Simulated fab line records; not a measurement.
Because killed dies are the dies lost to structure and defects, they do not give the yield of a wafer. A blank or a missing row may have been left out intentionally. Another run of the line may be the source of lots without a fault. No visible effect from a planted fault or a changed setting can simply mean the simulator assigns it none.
2 desks, one fault | flow gf180mcu | each desk has only its own numbers; what lay behind them comes last

FROM THE METROLOGY DESK
Lot by lot, what the gauges showed, no matter which tool ran the lot: averages of those sampled wafers that carry a number. Marked OUT: a lot whose mean sits more than 4 standard deviations from the usual mean, which makes it out of limits; the brackets give that distance.
Columns: A = V1_BOW at GF_V1_BOW_MEAS_05, usual 83 um; B = cd nm at GF_V1_CD_MEAS_14, usual 260.3 nm; C = V1_OVL at GF_V1_OVL_MEAS_15, usual 4 nm
lot  | first seen here | A  | B     | C
L362 | day 18 14:19    | 91 | 259.1 | 4
L366 | day 19 21:01    | 83 | 262.4 | 8
L378 | day 24 04:12    | 82 | 260.4 | -1
L381 | day 25 00:36    | 86 | 261.6 | 1
L382 | day 25 06:37    | 81 | 260.9 | 11
Result from this desk: across the 5 lots, nothing is out of limits.

AT THE TOOL OWNER'S DESK: rie diel-04
The tool's own readings at GF_V1_ETCH_16 (etches BARC in N2/H2): means of the sampled wafers that have a number, for each lot that ran on this tool. Marked OUT: a lot whose mean sits more than 4 standard deviations from the usual mean, which makes it out of limits; the brackets give that distance.
Columns: A = bias w at GF_V1_ETCH_16, usual 100.01 W; B = drypump motor current A at GF_V1_ETCH_16, usual 5.8 A; C = oes product au at GF_V1_ETCH_16, usual 0.853 a.u.; D = throttle valve pct at GF_V1_ETCH_16, usual 13.224 %
lot  | first seen here | A      | B   | C     | D
L366 | day 20 22:03    | 100.11 | 5.6 | 0.844 | 13.226
L381 | day 25 21:27    | 100.11 | 5.8 | 0.850 | 13.220
L382 | day 26 04:02    | 100.15 | 5.7 | 0.854 | 13.217
Result from this desk: across the 3 lots, nothing is out of limits.

ALL TOGETHER
Metrology desk: nothing out of limits seen.
The desk of the tool owner found nothing out of limits.

WHAT THE SIMULATOR HAD PUT IN
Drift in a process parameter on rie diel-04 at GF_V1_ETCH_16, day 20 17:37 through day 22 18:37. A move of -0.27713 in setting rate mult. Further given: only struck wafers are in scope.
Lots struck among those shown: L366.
